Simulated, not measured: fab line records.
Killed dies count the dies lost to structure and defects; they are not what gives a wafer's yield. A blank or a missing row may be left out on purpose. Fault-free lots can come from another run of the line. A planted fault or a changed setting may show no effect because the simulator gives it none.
The same fault as seen by 2 desks / flow sfq line / numbers are kept per desk, each desk with only its own; the story behind them comes last

THE METROLOGY DESK
What the gauges read, lot by lot, whatever tool the lot ran on: means of the sampled wafers that have a number. The brackets show how far a lot's mean lies from the usual mean; more than 4 standard deviations puts the lot out of limits, marked OUT.
Columns: A = INCOMING_BOW at SFQ_INCOMING_BOW_MEAS_900, usual -1 um
lot=L227; first seen here=day 2 01:00; A=1
lot=L228; first seen here=day 2 06:00; A=-11
lot=L229; first seen here=day 2 11:04; A=4
lot=L230; first seen here=day 2 16:00; A=-5
lot=L231; first seen here=day 2 21:02; A=2
lot=L232; first seen here=day 3 02:01; A=8
lot=L234; first seen here=day 3 12:00; A=-1
lot=L235; first seen here=day 3 17:00; A=-0
lot=L236; first seen here=day 3 22:00; A=1
lot=L240; first seen here=day 4 18:05; A=4
lot=L242; first seen here=day 5 04:04; A=-8
lot=L244; first seen here=day 5 14:02; A=7
lot=L246; first seen here=day 6 00:00; A=-5
lot=L247; first seen here=day 6 05:01; A=3
This desk's verdict: no lot among the 14 shows anything out of limits.

FOR THE TOOL OWNER'S DESK: rie metal-01
The tool's own readings at SFQ_TRILAYER_M1_BARC_OPEN_METAL_ETCH_054 (etches BARC in O2, target depth 125 nm, time 41.7 s): means of the sampled wafers that have a number, for each lot that ran on this tool. The brackets show how far a lot's mean lies from the usual mean; more than 4 standard deviations puts the lot out of limits, marked OUT.
Columns: A = chamber pressure mTorr at SFQ_TRILAYER_M1_BARC_OPEN_METAL_ETCH_054, usual 10.000 mTorr; B = drypump motor current A at SFQ_TRILAYER_M1_BARC_OPEN_METAL_ETCH_054, usual 5.6 A; C = oes product au at SFQ_TRILAYER_M1_BARC_OPEN_METAL_ETCH_054, usual 0.685 a.u.; D = run length s at SFQ_TRILAYER_M1_BARC_OPEN_METAL_ETCH_054, usual 70.2 s
lot=L227; first seen here=day 25 13:33; A=9.992; B=5.4; C=0.685; D=70.5
lot=L228; first seen here=day 25 21:57; A=9.996; B=5.4; C=0.686; D=70.5
lot=L230; first seen here=day 27 06:30; A=10.000; B=5.4; C=0.687; D=70.6
lot=L235; first seen here=day 30 01:40; A=10.005; B=5.4; C=0.688; D=70.6
lot=L236; first seen here=day 30 16:37; A=10.004; B=5.4; C=0.685; D=70.6
lot=L240; first seen here=day 31 20:08; A=9.997; B=5.3; C=0.769 (+20) OUT; D=65.5 (-11) OUT
lot=L242; first seen here=day 32 09:41; A=10.004; B=5.3; C=0.766 (+19) OUT; D=65.4 (-12) OUT
Finding of this desk: L240, L242 out of limits; the first was L240 at day 31 20:08, on oes product au at SFQ_TRILAYER_M1_BARC_OPEN_METAL_ETCH_054. In limits: L227, L228, L230, L235, L236.

PUT TOGETHER
At day 31 20:08, on L240, L242, the tool owner's desk was in a position to raise an alarm.
At the metrology desk, nothing out of limits was observed.
The metrology desk has L240, L242 on record, within its limits.
All the named lots went through SFQ_TRILAYER_M1_BARC_OPEN_METAL_ETCH_054 on rie metal-01.

WHAT THE SIMULATOR PUT IN
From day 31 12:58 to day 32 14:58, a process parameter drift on rie metal-01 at SFQ_TRILAYER_M1_BARC_OPEN_METAL_ETCH_054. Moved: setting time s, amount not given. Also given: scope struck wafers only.
Struck lots among those shown: L240, L242.
Time in hours from fault onset to the first out-of-limits reading at each desk: the tool owner's desk, 7.
